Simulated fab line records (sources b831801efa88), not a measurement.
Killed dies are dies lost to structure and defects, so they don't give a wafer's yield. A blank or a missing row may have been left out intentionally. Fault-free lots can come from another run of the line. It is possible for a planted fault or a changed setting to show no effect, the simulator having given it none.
Check of tool commonality | flow sky130 | 39 wafers sampled across 13 lots

## WHY IT WAS OPENED
SKY_VT_ADJUST_HVTP_TW_MEAS_11, reading VT_ADJUST_HVTP_TW: flagged on 1 of 13 lots. Wafers without a fault read 1368, standard deviation 13.
Rule: a lot gets a flag if all its wafers with a number sit over 4 standard deviations from that mean, or if no wafer of it has a number. The rest of the lots are taken to be sound.

lot  | measured     | on            | VT_ADJUST_HVTP_TW, wafer by wafer | flag
L732 | day 6 11:50  | film-metro-01 | 1394 1389 1383                    |
L733 | day 7 02:28  | film-metro-03 | 1374 1355 1359                    |
L735 | day 7 05:42  | film-metro-03 | 1361 1362 1366                    |
L736 | day 7 17:50  | film-metro-02 | 1366 1370 1362                    |
L738 | day 8 12:28  | film-metro-02 | 1366 1375 1364                    |
L740 | day 8 12:56  | film-metro-03 | 1361 1359 1358                    |
L741 | day 8 15:20  | film-metro-01 | 31 31 31                          | FLAGGED
L743 | day 9 07:32  | film-metro-02 | 1371 1370 1364                    |
L749 | day 10 18:07 | film-metro-03 | 1352 1352 1354                    |
L750 | day 10 22:41 | film-metro-01 | 1388 1384 1375                    |
L751 | day 11 08:17 | film-metro-03 | 1365 1375 1363                    |
L752 | day 11 13:49 | film-metro-02 | 1367 1357 1359                    |
L754 | day 12 11:15 | film-metro-01 | 1386 1385 1397                    |
Averaged over the flagged lots the numbers come to 31, -1337 from the usual (-99 or more standard deviations).

## LOT BY LOT: THE TOOL USED
Before the reading, the record contains 2 process steps out of a 708-step route. In each cell: the tool, then ch and the chambers that the sampled wafers went through, then the start.
lot  | flag    | SKY_NWELL_STRIP_25                   | SKY_VT_ADJUST_HVTP_STRIP_10
L732 |         | plasma-asher-01 ch 0, day 5 17:15    | plasma-asher-01 ch 0,1, day 6 11:44
L733 |         | plasma-asher-04 ch 0,1, day 6 05:54  | plasma-asher-02 ch 0,1, day 7 02:22
L735 |         | plasma-asher-02 ch 0, day 6 09:43    | plasma-asher-01 ch 0,1, day 7 05:35
L736 |         | plasma-asher-01 ch 0,1, day 6 21:06  | plasma-asher-02 ch 0, day 7 17:44
L738 |         | plasma-asher-04 ch 0,1, day 7 16:24  | plasma-asher-01 ch 0,1, day 8 12:22
L740 |         | plasma-asher-02 ch 0,1, day 7 16:40  | plasma-asher-03 ch 0,1, day 8 12:50
L741 | FLAGGED | plasma-asher-01 ch 0,1, day 7 18:43  | plasma-asher-01 ch 0,1, day 8 15:15
L743 |         | plasma-asher-04 ch 1, day 8 09:43    | plasma-asher-02 ch 0,1, day 9 07:26
L749 |         | plasma-asher-01 ch 0,1, day 9 18:55  | plasma-asher-03 ch 0,1, day 10 18:01
L750 |         | plasma-asher-04 ch 0,1, day 9 23:48  | plasma-asher-01 ch 0,1, day 10 22:35
L751 |         | plasma-asher-04 ch 0,1, day 10 08:36 | plasma-asher-02 ch 0,1, day 11 08:11
L752 |         | plasma-asher-04 ch 0,1, day 10 14:30 | plasma-asher-03 ch 0,1, day 11 13:43
L754 |         | plasma-asher-01 ch 0,1, day 11 10:17 | plasma-asher-01 ch 0,1, day 12 11:08
What the steps here do:
- SKY_NWELL_STRIP_25: strips in O2/N2.
- SKY_VT_ADJUST_HVTP_STRIP_10: strips in O2/N2.
- SKY_VT_ADJUST_HVTP_TW_MEAS_11

## FLAGGED AGAINST TOTAL, ONE TOOL AT A TIME (gauges that did the reading follow at the end)
step                          | tool            | lots run | flagged | share of the flagged lots | sound lots run after its first flagged lot
SKY_NWELL_STRIP_25            | plasma-asher-01 | 5        | 1       | all                       | 2 (L749,L754)
SKY_NWELL_STRIP_25            | plasma-asher-02 | 2        | 0       | none                      | -
SKY_NWELL_STRIP_25            | plasma-asher-04 | 6        | 0       | none                      | -
SKY_VT_ADJUST_HVTP_STRIP_10   | plasma-asher-01 | 6        | 1       | all                       | 2 (L750,L754)
SKY_VT_ADJUST_HVTP_STRIP_10   | plasma-asher-02 | 4        | 0       | none                      | -
SKY_VT_ADJUST_HVTP_STRIP_10   | plasma-asher-03 | 3        | 0       | none                      | -
SKY_VT_ADJUST_HVTP_TW_MEAS_11 | film-metro-01   | 4        | 1       | all                       | 2 (L750,L754)
SKY_VT_ADJUST_HVTP_TW_MEAS_11 | film-metro-02   | 4        | 0       | none                      | -
SKY_VT_ADJUST_HVTP_TW_MEAS_11 | film-metro-03   | 5        | 0       | none                      | -

## WHAT THE TABLE PERMITS
Every flagged lot was run by 3 rows of the table: plasma-asher-01 at SKY_NWELL_STRIP_25, plasma-asher-01 at SKY_VT_ADJUST_HVTP_STRIP_10 and film-metro-01 at SKY_VT_ADJUST_HVTP_TW_MEAS_11.
- plasma-asher-01 at SKY_NWELL_STRIP_25 ran 5 lots, 1 of them flagged. Lots that were sound ran on it after the first flagged one (L749, L754); a persistent fault on the entire tool would not allow that. Its own readings (oes-product-au) fall more than 4 standard deviations out on all wafers of the flagged lots.
- plasma-asher-01 at SKY_VT_ADJUST_HVTP_STRIP_10 ran 6 lots, 1 of them flagged. Lots that were sound ran on it after the first flagged one (L750, L754); a persistent fault on the entire tool would not allow that. Its own readings (strip-time-to-endpoint-s) fall more than 4 standard deviations out on all wafers of the flagged lots.
- film-metro-01 at SKY_VT_ADJUST_HVTP_TW_MEAS_11 ran 4 lots, 1 of them flagged. Lots that were sound ran on it after the first flagged one (L750, L754); a persistent fault on the entire tool would not allow that.
None of the table's rows ran every flagged lot and, after the first, no sound lot.

## WHAT THE SIMULATOR HAD PUT IN
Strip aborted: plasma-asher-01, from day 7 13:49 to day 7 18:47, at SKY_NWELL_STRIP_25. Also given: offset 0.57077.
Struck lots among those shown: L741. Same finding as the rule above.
